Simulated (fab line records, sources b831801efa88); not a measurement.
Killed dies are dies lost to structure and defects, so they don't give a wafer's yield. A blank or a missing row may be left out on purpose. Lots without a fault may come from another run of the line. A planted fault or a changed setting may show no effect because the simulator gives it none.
A struck lot beside a sound one | flow sfq_line | 21 steps out of a route of 325
Sound: wafers L667.2, L667.4, L667.5. Struck: wafers L678.1, L678.2, L678.5. The cause comes at the end.
At each step with rows: each side's tool, then ch and its chambers, then its first start. Under that, the readings that differ: sound wafers | struck wafers | difference of the means | sigmas: that difference in standard deviations of wafers without a fault.
alike: readings whose means differ by less than 2 such deviations, and words and numbers that are the same on both sides. not compared: withheld readings, readings that some wafer has no value for, bounds like >300 that may hide the same value, and numbers for which the record gives no deviation and whose values overlap.
The two part at a step that has a row with sigmas, a row that says differs or no value, or rows on one side only. Numbers that don't overlap but have no deviation are shown without sigmas and don't part them. A reading that every wafer of one side lacks parts them only if that side has two wafers or more.

first, 3 steps without rows for these wafers: SFQ_TRILAYER_M1_LITHO_EXPOSE_040 (exposes mask M1, target cd 500 nm); SFQ_TRILAYER_M1_LITHO_PEB_042 (peb time 60 s); SFQ_TRILAYER_M1_LITHO_DEVELOP_041 (time 60 s).
SFQ_M1_OVL_MEAS_911:
  sound on overlay-01, day 24 11:28; struck on overlay-01, day 29 00:31
  alike: M1_OVL
SFQ_TRILAYER_M1_BARC_OPEN_METAL_ETCH_054: etches BARC in O2, target depth 125 nm, time 41.7 s.
  sound on rie_metal-04 ch 0,1, day 24 11:30; struck on rie_metal-04 ch 0,1, day 29 00:32
  reading               | sound             | struck            | difference | sigmas
  oes_product_au (a.u.) | 0.688 0.691 0.690 | 0.680 0.679 0.682 | -0.009     | -2
  alike: drypump_motor_current_A, rf_fwd_power_W
  not compared: rf_hours_counter_h
then, 1 step without rows for these wafers: SFQ_TRILAYER_M1_ETCH_METAL_ETCH_042 (etches Nb in Cl2/Ar, stops on SiO2, target depth 240 nm, time 120 s).
SFQ_TRILAYER_M1_STRIP_STRIP_043: strips in O2.
  sound on rie_metal-04 ch 0,1, day 24 11:41; struck on rie_metal-04 ch 0,1, day 29 00:44
  alike: drypump_motor_current_A, oes_product_au
  not compared: rf_hours_counter_h
then, 1 step without rows for these wafers: SFQ_TRILAYER_M1_STRIP_SOLV_CLEAN_044 (cleans in NMP, time 600 s).
SFQ_TRILAYER_I1_DEP_PECVD_045: deposits SiO2 from SiH4/N2O, time 111.11 s, target thk 500 nm.
  sound on pecvd-04 ch 0,1, day 24 12:28; struck on pecvd-04 ch 0,1, day 29 01:41
  alike: heater_power_w, rf_fwd_power_W, throttle_valve_pct
SFQ_TRILAYER_I1_CMP_CMP_046: polishes SiO2.
  sound on cmp-02 ch 1,2, day 24 12:32; struck on cmp-02 ch 0,2, day 29 08:16
  alike: motor_current_A, time_to_endpoint_s
SFQ_I1_BOW_MEAS_912:
  sound on film_metro-03, day 24 15:34; struck on film_metro-01, day 29 10:46
  alike: I1_BOW
then, 1 step without rows for these wafers: SFQ_TRILAYER_I1_METRO_MEASURE_047.
SFQ_TRILAYER_I1_VIA_LITHO_COAT_054: resist thk 62 nm.
  sound on litho_track-01 ch 0, day 24 16:55; struck on litho_track-02 ch 0, day 29 12:05
  reading                                                  | sound             | struck        | difference | sigmas
  model.BARC_of_TRILAYER_I1_VIA_LITHO_COAT_054.thk_nm (nm) | 61.96 61.83 62.01 | 72.83 72.9 73 | +10.98     |
then, 5 steps without rows for these wafers: SFQ_TRILAYER_I1_VIA_LITHO_COAT_049 (resist thk 650 nm); SFQ_TRILAYER_I1_VIA_LITHO_SOFTBAKE_053; SFQ_TRILAYER_I1_VIA_LITHO_EXPOSE_050 (exposes mask I1, target cd 500 nm); SFQ_TRILAYER_I1_VIA_LITHO_PEB_052 (peb time 60 s); SFQ_TRILAYER_I1_VIA_LITHO_DEVELOP_051 (time 60 s).
-- the record jumps here: 6 days lie between the struck wafers' starts before and after --
SFQ_I1_OVL_MEAS_913:
  sound on overlay-01, day 27 23:38; struck on overlay-02, day 35 15:14
  alike: I1_OVL
SFQ_TRILAYER_I1_VIA_BARC_OPEN_VIA_ETCH_071: etches BARC in O2, target depth 125 nm, time 41.7 s.
  sound on rie_diel-04 ch 1,3, day 27 23:40; struck on rie_diel-01 ch 0,2,3, day 35 15:16
  reading                  | sound             | struck            | difference | sigmas
  oes_product_au (a.u.)    | 0.683 0.680 0.680 | 0.735 0.742 0.745 | +0.060     | +11
  model.etch.depth_nm (nm) | 61.96 61.83 62.01 | 72.83 72.9 73     | +10.98     |
  alike: drypump_motor_current_A, rf_fwd_power_W
  not compared: rf_hours_counter_h
SFQ_TRILAYER_I1_VIA_ETCH_VIA_ETCH_052: etches SiO2 in CHF3, stops on Nb, target depth 260 nm.
  sound on rie_diel-04 ch 1,3, day 27 23:42; struck on rie_diel-01 ch 0,2,3, day 35 15:19
  alike: drypump_motor_current_A, oes_product_au, rf_fwd_power_W

WHERE THEY PART
First at SFQ_TRILAYER_M1_BARC_OPEN_METAL_ETCH_054; last, within this record, at SFQ_TRILAYER_I1_VIA_BARC_OPEN_VIA_ETCH_071. Later steps at which nothing parts them and some readings are alike: SFQ_TRILAYER_I1_VIA_ETCH_VIA_ETCH_052.

WHY: what the simulator had put in
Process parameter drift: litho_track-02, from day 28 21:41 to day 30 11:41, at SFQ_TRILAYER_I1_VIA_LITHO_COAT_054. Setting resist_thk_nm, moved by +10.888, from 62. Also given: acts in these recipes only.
